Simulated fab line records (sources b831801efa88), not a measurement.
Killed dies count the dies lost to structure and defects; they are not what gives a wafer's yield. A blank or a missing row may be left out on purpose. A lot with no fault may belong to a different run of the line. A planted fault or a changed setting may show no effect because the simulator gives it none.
Problem report, 8D (eight disciplines) form, completed by code / flow sfq_line / the parts of the form that need people (team, actions taken, sign-off) are left out

## 1. THE PROBLEM
Mean of spin_speed_rpm at SFQ_TRILAYER_I2_VIA_LITHO_COAT_072: 3266.5 rpm across 6 wafers in 2 lots; on wafers with no fault it is 2999.7 rpm (standard deviation 2). That is +99 or more standard deviations from the usual mean.
The step: resist thk 62 nm.
First observed at day 23 08:07: wafer L398.2, on litho_track-02. The record has a number at this step for 42 wafers belonging to 14 lots. By rule, "out" or "out of limits" means more than 4 standard deviations away from the usual mean. The rest of the wafers with a number are treated as sound.

## 2. WHAT IT IS, AND WHAT IT ISN'T
question=which readings at this step | is=spin_speed_rpm | is not=-
question=which lots | is=L398, L399 | is not=L390, L392, L394, L395, L400, L405, L407, L408, L409, L410, L411, L412
question=which wafers of those lots | is=all that have a number | is not=-
question=read on which tools | is=litho_track-02 | is not=litho_track-03, litho_track-04
question=when | is=from day 23 08:07 | is not=up to then (12 sound wafers); but 24 sound wafers of L400, L405, L407, L408, L409, L410, L411, L412 came after

## 3. WHAT RULES OUT EACH SUSPECT
Counting: a tool at a process step up to the reading stays a suspect if it ran every lot that is out and no sound lot after the first of them.
- litho_track-02 at SFQ_TRILAYER_I2_VIA_LITHO_COAT_072 (resist thk 62 nm): ruled out as a lasting fault. Sound lots L408, L410, L411 ran on it after its first lot that is out, L398 (day 23 08:07).
Left after counting: nothing in the record.

## 4. THE CAUSE (what the simulator had put in)
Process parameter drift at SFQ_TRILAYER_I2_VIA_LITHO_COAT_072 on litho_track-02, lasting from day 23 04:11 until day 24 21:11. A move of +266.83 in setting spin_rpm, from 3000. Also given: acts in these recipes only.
Counting ruled it out, wrongly.

## 5. THE CHAIN OF EFFECTS, in route order
Each row: a reading whose mean over the struck wafers that have a number lies more than 3 standard deviations from the usual. Only readings for which the record gives a usual standard deviation are gone through. hours: the time from each lot's start at the first step in this table that gives one to its start at this step, as a median over the lots. sigmas: the change in usual standard deviations.
hours=0; step=SFQ_TRILAYER_I2_VIA_LITHO_COAT_072; reading=spin_speed_rpm; usual=2999.7 rpm; on struck wafers=3266.5; change=+266.8; sigmas=+99 or more
hours=122; step=SFQ_TRILAYER_I2_VIA_BARC_OPEN_VIA_ETCH_096; reading=oes_product_au; usual=0.686 a.u.; on struck wafers=0.672; change=-0.014; sigmas=-3.1
The process steps in it:
- SFQ_TRILAYER_I2_VIA_LITHO_COAT_072: resist thk 62 nm.
- SFQ_TRILAYER_I2_VIA_BARC_OPEN_VIA_ETCH_096: etches BARC in O2, target depth 125 nm, time 41.7 s.
Later measuring or inspecting steps at which every struck wafer that the step has a row for has a number for every such reading, and none has moved that far: SFQ_M8_RS_MEAS_949.

## 6. WHAT WOULD HAVE CAUGHT IT SOONER
4 hours passed between the start of the fault at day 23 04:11 and the first reading out of limits in this record, taken at day 23 08:07.
